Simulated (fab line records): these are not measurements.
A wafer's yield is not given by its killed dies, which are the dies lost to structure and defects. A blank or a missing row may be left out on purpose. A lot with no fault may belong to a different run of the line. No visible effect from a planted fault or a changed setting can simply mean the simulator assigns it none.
fab line records | flow sky130
[record] lots = 14 | wafers = 42 | last-day = 50
route steps=708 shown CONTACT@430 PAD_OPEN@708
lots that met no fault: from a run of the same line without faults
start-h: start of the lot's first displayed wafer, in hours after the record's first day | wait-h: time in hours since the lot's previous step | " the same as in the row above | L1.1+2: a single row standing in for several wafers | - no value, or no start was given | * or withheld: withheld | < > ~ a bound
route shown NAME@n: names a module that has steps shown in the file, with the first one's number in the route | usual: mean/standard deviation of fault-free wafers | same: alike in all rows | chamber/n: place in a boat | sites: the reading at each site | _std_site: the values' standard deviation | _edge_site: outer sites' mean less inner sites' | radius-mm: for every site, how far away it sits from the centre of the wafer | mask NAME#n: copy n | behind: the last tool/chamber to shape the wafer | hold: the reason the lot was held/the length of the hold in hours/how it ended | device: the transistor (n, p or np) that didn't switch | end of line: tests run on the same wafers once the route is complete | a step without rows: its recipe alone | killed: at the first sort, the dies lost to defects and structure; wafer yield is something else | map: a wafer's dies, marking killed ones x, the rest . and places with no die _
set.NAME: the setting the step ran with; set.NAME@STEP: the setting that earlier step ran with | model.NAME: the simulator's own value behind a step, which no gauge read
a sample of lots followed through the steps of the route, with each step as a table and each wafer as a row
services: a tool's chamber out of use, with start hour (start-h, from the record's first day; less than 0 if before it), hours out, and reason
[[steps]]
[step SKY_CONTACT_CVD_24]
[recipe] material = W | target-thk-nm = 340 | time-s = 102.12 | temp-c = 400 | pressure-torr = 40
[usual] heater-power-w = 810/44 | susceptor-temp-C = 400.00/0.2
[same] time-s = 102.12
lot.wafer | tool     | chamber | start-h | wait-h | heater-power-w | susceptor-temp-C
L393.2    | cvd-w-01 | 1       | 747.63  | 0.0    | 719            | 399.71
L393.4    | "        | 1       | "       | "      | 743            | 399.73
L393.5    | "        | 0       | "       | "      | 863            | 399.73
L394.2    | cvd-w-01 | 1       | 754.83  | 0.0    | 748            | 400.32
L394.3    | "        | 1       | "       | "      | 726            | 400.29
L394.6    | "        | 0       | "       | "      | 846            | 399.91
L395.2    | cvd-w-01 | 0       | 768.03  | 0.0    | 870            | 399.84
L395.5    | "        | 1       | "       | "      | 735            | 400.21
L395.6    | "        | 0       | "       | "      | 841            | 399.74
L396.1    | cvd-w-02 | 1       | 777.24  | 0.0    | 799            | 400.17
L396.2    | "        | 0       | "       | "      | 834            | 399.51
L396.3    | "        | 0       | "       | "      | 833            | 399.68
L398.4    | cvd-w-02 | 1       | 786.66  | 0.1    | 775            | 399.77
L398.5    | "        | 1       | "       | "      | 785            | 400.00
L398.6    | "        | 0       | "       | "      | 824            | 400.00
L397.1    | cvd-w-01 | 0       | 786.72  | 0.0    | 856            | 399.81
L397.3    | "        | 0       | "       | "      | 849            | 399.94
L397.4    | "        | 1       | "       | "      | 730            | 400.41
L399.1    | cvd-w-02 | 1       | 795.71  | 0.0    | 803            | 400.01
L399.2    | "        | 0       | "       | "      | 828            | 400.15
L399.3    | "        | 1       | "       | "      | 790            | 399.71
L403.1    | cvd-w-01 | 0       | 828.12  | 0.0    | 858            | 399.90
L403.4    | "        | 1       | "       | "      | 742            | 400.06
L403.6    | "        | 1       | "       | "      | 736            | 400.06
L406.1    | cvd-w-02 | 1       | 846.70  | 0.0    | 812            | 400.23
L406.3    | "        | 0       | "       | "      | 817            | 400.20
L406.6    | "        | 0       | "       | "      | 824            | 400.56
L407.1    | cvd-w-02 | 0       | 869.39  | 0.0    | 829            | 400.41
L407.3    | "        | 1       | "       | "      | 795            | 400.25
L407.6    | "        | 1       | "       | "      | 811            | 400.37
L408.2    | cvd-w-02 | 1       | 871.60  | 0.0    | 809            | 399.91
L408.3    | "        | 0       | "       | "      | 819            | 399.81
L408.4    | "        | 1       | "       | "      | 781            | 400.15
L409.1    | cvd-w-02 | 0       | 872.62  | 0.0    | 836            | 399.98
L409.5    | "        | 1       | "       | "      | 783            | 399.99
L409.6    | "        | 0       | "       | "      | 854            | 399.96
L410.1    | cvd-w-02 | 0       | 881.83  | 0.0    | 847            | 399.82
L410.2    | "        | 1       | "       | "      | 794            | 399.98
L410.4    | "        | 1       | "       | "      | 780            | 400.27
L412.1    | cvd-w-02 | 1       | 895.22  | 0.0    | 807            | 399.83
L412.2    | "        | 0       | "       | "      | 828            | 400.11
L412.4    | "        | 1       | "       | "      | 798            | 400.15
[step SKY_CONTACT_RS_MEAS_25]
[recipe] thk-meas-gauge = four-point-probe | reads = W_of_CONTACT_CVD_24+TiN_of_CONTACT_SPUTTER_23
[usual] CONTACT_W_RS = 0.339/0.0056
lot.wafer | tool          | chamber | start-h | wait-h | CONTACT_W_RS[ohm/sq]
L393.2    | film-metro-02 | -       | 747.76  | 0.1    | 0.336
L393.4    | "             | -       | "       | "      | 0.339
L393.5    | "             | -       | "       | "      | 0.337
L394.2    | film-metro-02 | -       | 754.96  | 0.1    | 0.339
L394.3    | "             | -       | "       | "      | 0.334
L394.6    | "             | -       | "       | "      | 0.334
L395.2    | film-metro-01 | -       | 768.16  | 0.1    | 0.333
L395.5    | "             | -       | "       | "      | 0.341
L395.6    | "             | -       | "       | "      | 0.334
L396.1    | film-metro-01 | -       | 777.35  | 0.1    | 0.350
L396.2    | "             | -       | "       | "      | 0.336
L396.3    | "             | -       | "       | "      | 0.333
L398.4    | film-metro-02 | -       | 786.80  | 0.1    | 0.350
L398.5    | "             | -       | "       | "      | 0.344
L398.6    | "             | -       | "       | "      | 0.330
L397.1    | film-metro-04 | -       | 786.83  | 0.1    | 0.456
L397.3    | "             | -       | "       | "      | 0.453
L397.4    | "             | -       | "       | "      | 0.339
L399.1    | film-metro-04 | -       | 795.82  | 0.1    | 0.350
L399.2    | "             | -       | "       | "      | 0.333
L399.3    | "             | -       | "       | "      | 0.351
L403.1    | film-metro-01 | -       | 828.23  | 0.1    | 0.460
L403.4    | "             | -       | "       | "      | 0.343
L403.6    | "             | -       | "       | "      | 0.344
L406.1    | film-metro-02 | -       | 846.81  | 0.1    | 0.346
L406.3    | "             | -       | "       | "      | 0.335
L406.6    | "             | -       | "       | "      | 0.333
L407.1    | film-metro-01 | -       | 869.50  | 0.1    | 0.334
L407.3    | "             | -       | "       | "      | 0.344
L407.6    | "             | -       | "       | "      | 0.346
L408.2    | film-metro-01 | -       | 871.73  | 0.1    | 0.345
L408.3    | "             | -       | "       | "      | 0.336
L408.4    | "             | -       | "       | "      | 0.342
L409.1    | film-metro-02 | -       | 872.73  | 0.1    | 0.334
L409.5    | "             | -       | "       | "      | 0.347
L409.6    | "             | -       | "       | "      | 0.338
L410.1    | film-metro-02 | -       | 881.94  | 0.1    | 0.332
L410.2    | "             | -       | "       | "      | 0.343
L410.4    | "             | -       | "       | "      | 0.346
L412.1    | film-metro-01 | -       | 895.33  | 0.1    | 0.342
L412.2    | "             | -       | "       | "      | 0.332
L412.4    | "             | -       | "       | "      | 0.345
[step SKY_CONTACT_THK_MEAS_26]
[recipe] thk-meas-gauge = xrf | reads = W_of_CONTACT_CVD_24
[usual] CONTACT_W_THK = 337/6.7
lot.wafer | tool          | chamber | start-h | wait-h | CONTACT_W_THK[nm]
L393.2    | film-metro-02 | -       | 747.87  | 0.1    | 336
L393.4    | "             | -       | "       | "      | 336
L393.5    | "             | -       | "       | "      | 336
L394.2    | film-metro-02 | -       | 755.07  | 0.1    | 334
L394.3    | "             | -       | "       | "      | 341
L394.6    | "             | -       | "       | "      | 340
L395.2    | film-metro-01 | -       | 768.27  | 0.1    | 350
L395.5    | "             | -       | "       | "      | 338
L395.6    | "             | -       | "       | "      | 342
L396.1    | film-metro-01 | -       | 777.47  | 0.1    | 331
L396.2    | "             | -       | "       | "      | 346
L396.3    | "             | -       | "       | "      | 349
L398.4    | film-metro-02 | -       | 786.89  | 0.1    | 328
L398.5    | "             | -       | "       | "      | 333
L398.6    | "             | -       | "       | "      | 346
L397.1    | film-metro-04 | -       | 786.95  | 0.1    | 272
L397.3    | "             | -       | "       | "      | 275
L397.4    | "             | -       | "       | "      | 333
L399.1    | film-metro-04 | -       | 795.94  | 0.1    | 322
L399.2    | "             | -       | "       | "      | 337
L399.3    | "             | -       | "       | "      | 322
L403.1    | film-metro-01 | -       | 828.35  | 0.1    | 277
L403.4    | "             | -       | "       | "      | 341
L403.6    | "             | -       | "       | "      | 336
L406.1    | film-metro-02 | -       | 846.93  | 0.1    | 331
L406.3    | "             | -       | "       | "      | 341
L406.6    | "             | -       | "       | "      | 342
L407.1    | film-metro-01 | -       | 869.62  | 0.1    | 342
L407.3    | "             | -       | "       | "      | 337
L407.6    | "             | -       | "       | "      | 334
L408.2    | film-metro-01 | -       | 871.84  | 0.1    | 332
L408.3    | "             | -       | "       | "      | 341
L408.4    | "             | -       | "       | "      | 338
L409.1    | film-metro-02 | -       | 872.85  | 0.1    | 337
L409.5    | "             | -       | "       | "      | 325
L409.6    | "             | -       | "       | "      | 334
L410.1    | film-metro-02 | -       | 882.06  | 0.1    | 340
L410.2    | "             | -       | "       | "      | 328
L410.4    | "             | -       | "       | "      | 326
L412.1    | film-metro-01 | -       | 895.45  | 0.1    | 332
L412.2    | "             | -       | "       | "      | 342
L412.4    | "             | -       | "       | "      | 330
[step SKY_PAD_OPEN_PROBE_99]
[usual] killed_at_M0_to_M3 = 42/7 | killed_at_M4_up = 3.2/1.6 | killed-at-contacts = 24/5.8 | killed-at-front-end = 16/4.3 | killed-at-other = 0.3/0.62 | killed-dies = 86/9.5 | killed-open = 46/6.4 | killed-short = 39/6.3
[same] gross-dies = 492 | killed-at-back-side = 0
lot.wafer | tool      | chamber | start-h | wait-h | killed_at_M0_to_M3 | killed_at_M4_up | killed-at-contacts | killed-at-front-end | killed-at-other | killed-dies | killed-open | killed-short
L406.1    | prober-02 | -       | 1160.26 | 0.1    | 36                 | 0               | 33                 | 13                  | 1               | 83          | 53          | 30
L406.3    | prober-02 | -       | 1160.36 | 0.2    | 42                 | 5               | 26                 | 11                  | 0               | 84          | 48          | 35
L406.6    | prober-02 | -       | 1160.51 | 0.2    | 42                 | 3               | 38                 | 20                  | 0               | 103         | 53          | 48
// killed by level:class
L406.1 VIA1:geometric-particle:open=12 LI_CONTACT:geometric-particle:open=11 CONTACT:geometric-particle:open=9 VIA2:geometric-particle:open=5 LOCAL_INTERCONNECT:geometric-particle:short=5 POLY_GATE:geometric-particle:open=4 LI_CONTACT:geometric-particle:short=4 METAL1:geometric-particle:open=4
L406.3 VIA1:geometric-particle:open=13 CONTACT:geometric-particle:open=9 VIA2:geometric-particle:open=8 CONTACT:geometric-particle:short=6 LOCAL_INTERCONNECT:geometric-particle:short=5 VIA3:geometric-particle:open=5 POLY_GATE:geometric-particle:open=4 LI_CONTACT:geometric-particle:open=4
L406.6 CONTACT:geometric-particle:open=15 METAL2:geometric-particle:short=8 VIA2:geometric-particle:open=8 CONTACT:geometric-particle:short=7 VIA1:geometric-particle:short=7 VIA3:geometric-particle:open=7 LOCAL_INTERCONNECT:geometric-particle:short=6 LI_CONTACT:geometric-particle:open=6
[[services]]
tool     | chamber | start-h | hours | kind
cvd-w-01 | -       | 740.37  | 2.8   | pm
cvd-w-02 | -       | 798.05  | 0.4   | repair
cvd-w-02 | 1       | 834.67  | 4.6   | repair
cvd-w-02 | -       | 867.41  | 0.7   | repair
[[key]]
[first-sign] step = SKY_CONTACT_RS_MEAS_25 | reading = CONTACT_W_RS | direction = up | sigmas = 21 | usual = 0.339 | struck = 0.456
[effect] step = SKY_CONTACT_THK_MEAS_26 | reading = CONTACT_W_THK | direction = down | sigmas = 9.4 | usual = 337 | struck = 274
met-at SKY_CONTACT_CVD_24
struck-lots L397,L403
struck-wafers L397.1,L397.3,L403.1
tester-left-out L397,L403
onset-between 768.03 786.72
[fault] kind = site-profile-drift | tool = cvd-w-01 | chamber = 0 | onset-h = 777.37 | steps = SKY_CONTACT_CVD_24 | basis = fraction | max-abs-drift = 0.4436 | slope-share-per-hr = 98.578 | site-pattern = 0,0,0,0,0,-1,-1,-1,-1
// tester-left-out: of these lots the tester's yield and bins aren't shown, on N5 and GAA mostly nor the transistor test; their killed dies are dies lost to structure and defects alone, not to doping, threshold or leakage, so they don't give the yield
